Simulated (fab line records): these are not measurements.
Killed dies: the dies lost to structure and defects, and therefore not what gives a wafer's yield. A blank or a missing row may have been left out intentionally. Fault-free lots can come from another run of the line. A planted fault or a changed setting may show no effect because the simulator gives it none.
Which tool was responsible? | flow sky130 | Sampling: 24 lots, 72 wafers, 4 of 708 route steps

## WHAT THE GAUGES SHOWED, per wafer
SKY_LOCAL_INTERCONNECT_THK_MEAS_02: measures by xrf.
lot  | measured     | on            | LOCAL_INTERCONNECT_TIN_THK (nm)
L075 | day 29 15:04 | film_metro-03 | 100.2 100.9 101.5
L074 | day 29 17:40 | film_metro-01 | 99.2 98.8 99.1
L077 | day 30 05:47 | film_metro-01 | 97.8 97.5 97.7
L076 | day 30 09:25 | film_metro-04 | 99.0 99.0 98.7
L078 | day 30 16:26 | film_metro-03 | 101.2 101.2 101.3
L079 | day 31 09:55 | film_metro-03 | 100.0 97.5 99.6
L081 | day 31 16:16 | film_metro-01 | 101.0 100.0 99.8
L080 | day 31 19:11 | film_metro-03 | 100.1 100.0 99.5
L082 | day 32 01:59 | film_metro-01 | 99.5 99.6 100.3
L083 | day 32 10:22 | film_metro-04 | 97.9 97.4 98.2
L084 | day 32 16:07 | film_metro-03 | 99.3 101.2 99.1
L085 | day 32 19:52 | film_metro-03 | 100.2 100.3 99.8
L086 | day 33 09:27 | film_metro-03 | 103.8 102.6 102.1
L087 | day 33 17:46 | film_metro-01 | 100.3 100.7 98.7
L088 | day 34 06:08 | film_metro-01 | 96.6 97.7 96.7
L089 | day 34 07:08 | film_metro-04 | 98.1 97.6 97.1
L090 | day 34 13:32 | film_metro-03 | 101.0 102.1 101.3
L091 | day 34 17:46 | film_metro-03 | 102.8 102.9 103.9
L092 | day 34 20:14 | film_metro-03 | 98.6 100.1 99.5
L093 | day 35 05:59 | film_metro-01 | 101.3 101.3 100.6
L094 | day 35 11:52 | film_metro-03 | 99.7 99.1 100.2
L095 | day 35 15:35 | film_metro-04 | 97.9 99.0 99.1
L096 | day 35 21:23 | film_metro-03 | 100.4 99.0 99.7
L097 | day 36 08:00 | film_metro-04 | 100.1 99.6 98.7

SKY_VIA3_CD_MEAS_12: target cd 200 nm.
lot  | measured     | on        | cd_nm (nm)
L075 | day 39 22:59 | cd_sem-02 | 199.8 200.1 199.2
L074 | day 39 23:55 | cd_sem-01 | 201.4 201.3 201.3
L077 | day 40 11:58 | cd_sem-01 | 199.9 198.6 200.6
L076 | day 40 13:52 | cd_sem-02 | 204.0 203.8 203.5
L078 | day 40 20:08 | cd_sem-01 | 199.4 199.1 198.6
L079 | day 41 12:31 | cd_sem-02 | 198.8 198.7 198.9
L081 | day 41 16:29 | cd_sem-01 | 200.4 202.0 198.8
L080 | day 41 20:44 | cd_sem-02 | 198.6 198.2 198.7
L082 | day 42 01:07 | cd_sem-02 | 199.2 200.3 198.0
L083 | day 42 09:25 | cd_sem-02 | 202.4 203.4 203.4
L084 | day 42 15:49 | cd_sem-02 | 199.3 199.2 198.3
L085 | day 42 16:32 | cd_sem-02 | 201.9 201.8 200.4
L086 | day 43 06:28 | cd_sem-02 | 201.0 200.3 201.4
L087 | day 43 14:32 | cd_sem-02 | 199.9 201.2 201.6
L088 | day 44 00:10 | cd_sem-02 | 198.9 199.0 199.8
L089 | day 44 01:40 | cd_sem-02 | 200.2 198.1 197.3
L090 | day 44 09:43 | cd_sem-01 | 197.3 196.4 197.8
L091 | day 44 13:38 | cd_sem-02 | 200.7 200.7 198.9
L092 | day 44 14:37 | cd_sem-01 | 198.3 198.1 198.4
L093 | day 44 22:40 | cd_sem-01 | 200.2 199.3 200.7
L094 | day 45 00:55 | cd_sem-01 | 197.6 199.0 197.7
L095 | day 45 04:43 | cd_sem-02 | 200.2 200.4 200.2
L096 | day 45 11:10 | cd_sem-01 | 197.0 197.2 196.5
L097 | day 45 20:22 | cd_sem-01 | 200.2 201.4 201.7

SKY_VIA4_RS_MEAS_19: measures by four-point-probe.
lot  | measured     | on            | VIA4_W_RS (ohm/sq)
L075 | day 43 03:59 | film_metro-04 | 0.2234 0.2220 0.2236
L074 | day 43 04:38 | film_metro-04 | 0.2266 0.2270 0.2272
L077 | day 43 17:20 | film_metro-03 | 0.2251 0.2262 0.2257
L076 | day 43 18:34 | film_metro-02 | 0.2286 0.2269 0.2278
L078 | day 43 23:55 | film_metro-03 | 0.2318 0.2304 0.2304
L079 | day 44 16:45 | film_metro-03 | 0.2263 0.2286 0.2273
L081 | day 44 19:26 | film_metro-03 | 0.2278 0.2259 0.2261
L080 | day 44 22:32 | film_metro-04 | 0.2283 0.2296 0.2280
L082 | day 45 04:09 | film_metro-04 | 0.2336 0.2341 0.2365
L083 | day 45 10:47 | film_metro-03 | 0.2309 0.2306 0.2290
L084 | day 45 16:55 | film_metro-03 | 0.2302 0.2345 0.2307
L085 | day 45 18:17 | film_metro-03 | 0.2302 0.2269 0.2296
L086 | day 46 06:34 | film_metro-04 | 0.2321 0.2324 0.2311
L087 | day 46 14:23 | film_metro-04 | 0.2243 0.2243 0.2248
L088 | day 46 22:02 | film_metro-03 | 0.2251 0.2261 0.2277
L089 | day 46 23:44 | film_metro-03 | 0.2301 0.2294 0.2270
L090 | day 47 07:08 | film_metro-03 | 0.2295 0.2276 0.2304
L091 | day 47 09:50 | film_metro-02 | 0.2223 0.2260 0.2256
L092 | day 47 10:28 | film_metro-04 | 0.2232 0.2254 0.2251
L093 | day 47 17:49 | film_metro-03 | 0.2268 0.2281 0.2280
L094 | day 47 19:31 | film_metro-04 | 0.2316 0.2296 0.2310
L095 | day 47 23:10 | film_metro-03 | 0.2300 0.2282 0.2300
L096 | day 48 04:55 | film_metro-03 | 0.2268 0.2261 0.2272
L097 | day 48 13:13 | film_metro-02 | 0.2261 0.2260 0.2288

## EACH LOT AND THE TOOL THAT RAN IT (in order: tool; ch and the chambers of the sampled wafers; start)
lot  | SKY_METAL3_ETCH_16
L075 | rie_metal-02 ch 0,1, day 38 21:03
L074 | rie_metal-01 ch 0,1, day 38 21:56
L077 | rie_metal-01 ch 0,1, day 39 09:54
L076 | rie_metal-01 ch 0,1, day 39 12:02
L078 | rie_metal-04 ch 0, day 39 18:32
L079 | rie_metal-04 ch 0, day 40 10:30
L081 | rie_metal-01 ch 0,1, day 40 14:39
L080 | rie_metal-02 ch 0,1, day 40 18:47
L082 | rie_metal-04 ch 0,1, day 40 23:38
L083 | rie_metal-02 ch 0,1, day 41 08:24
L084 | rie_metal-04 ch 1, day 41 15:05
L085 | rie_metal-01 ch 0,1, day 41 15:41
L086 | rie_metal-02 ch 1, day 42 05:57
L087 | rie_metal-01 ch 0,1, day 42 13:21
L088 | rie_metal-04 ch 0, day 42 23:45
L089 | rie_metal-04 ch 0,1, day 43 01:15
L090 | rie_metal-04 ch 0,1, day 43 08:47
L091 | rie_metal-04 ch 0,1, day 43 12:59
L092 | rie_metal-01 ch 0,1, day 43 13:37
L093 | rie_metal-02 ch 1, day 43 22:00
L094 | rie_metal-01 ch 0,1, day 44 00:32
L095 | rie_metal-01 ch 0,1, day 44 04:29
L096 | rie_metal-04 ch 0,1, day 44 11:21
L097 | rie_metal-02 ch 0,1, day 44 21:36
- SKY_METAL3_ETCH_16: etches BARC in N2/H2, stops on SiO2, time 88.2 s, target depth 60 nm.

## WHAT THE TOOLS THEMSELVES READ (means of the sampled wafers that have a number; where no wafer has one, the mark that the record gives instead)
SKY_METAL3_ETCH_16.
lot  | tool         | bias_w (W) | drypump_motor_current_A (A) | oes_product_au (a.u.) | throttle_valve_pct (%)
L075 | rie_metal-02 | 100.0      | 6.4                         | 0.623                 | 13.204
L074 | rie_metal-01 | 99.9       | 5.8                         | 0.627                 | 13.202
L077 | rie_metal-01 | 100.4      | 5.8                         | 0.625                 | 13.203
L076 | rie_metal-01 | 99.9       | 5.8                         | 0.620                 | 13.204
L078 | rie_metal-04 | 99.9       | 4.8                         | 0.626                 | 13.208
L079 | rie_metal-04 | 99.9       | 4.8                         | 0.627                 | 13.202
L081 | rie_metal-01 | 99.9       | 5.8                         | 0.625                 | 13.210
L080 | rie_metal-02 | 100.4      | 6.4                         | 0.628                 | 13.210
L082 | rie_metal-04 | 100.4      | 5.9                         | 0.628                 | 13.199
L083 | rie_metal-02 | 99.8       | 6.4                         | 0.623                 | 13.209
L084 | rie_metal-04 | 100.2      | 6.5                         | 0.624                 | 13.209
L085 | rie_metal-01 | 100.5      | 5.8                         | 0.624                 | 13.208
L086 | rie_metal-02 | 99.8       | 5.8                         | 0.626                 | 13.208
L087 | rie_metal-01 | 100.1      | 5.8                         | 0.626                 | 13.205
L088 | rie_metal-04 | 100.0      | 4.8                         | 0.628                 | 13.203
L089 | rie_metal-04 | 100.1      | 5.9                         | 0.629                 | 13.210
L090 | rie_metal-04 | 99.9       | 5.4                         | 0.621                 | 13.200
L091 | rie_metal-04 | 99.7       | 5.9                         | 0.625                 | 13.208
L092 | rie_metal-01 | 100.0      | 5.8                         | 0.627                 | 13.203
L093 | rie_metal-02 | 99.9       | 5.7                         | 0.626                 | 13.213
L094 | rie_metal-01 | 100.3      | 5.8                         | 0.624                 | 13.199
L095 | rie_metal-01 | 99.8       | 5.8                         | 0.622                 | 13.201
L096 | rie_metal-04 | 100.5      | 5.9                         | 0.626                 | 13.204
L097 | rie_metal-02 | 100.2      | 6.4                         | 0.624                 | 13.204

## THE ANSWER, worked out from the rows above alone
Rule: the usual values come from the lots themselves. The widest of any qualifying gaps counts: lots, ordered by their means at a reading, are off when they make up no more than a third of the lots, leave a main group of 4 or more, and stand apart from it by 3 or more times the standard deviation of that group's means. A main group is skipped when, at the precision printed for the reading in the tables above, its means are all equal. Also off: a lot with no number at a reading for which 4 or more lots have one. Any other lot the step has rows for is counted as sound. After the gauges, taken in route order, come the tools' own readings; for these a lot's mean is taken, as printed above. At the first step where some lot is off, the reading lying furthest off is the one used; lots without a number count as furthest.
Across all readings shown, no lot is off: no conclusion can be drawn from this.

## WHAT THE SIMULATOR PUT IN
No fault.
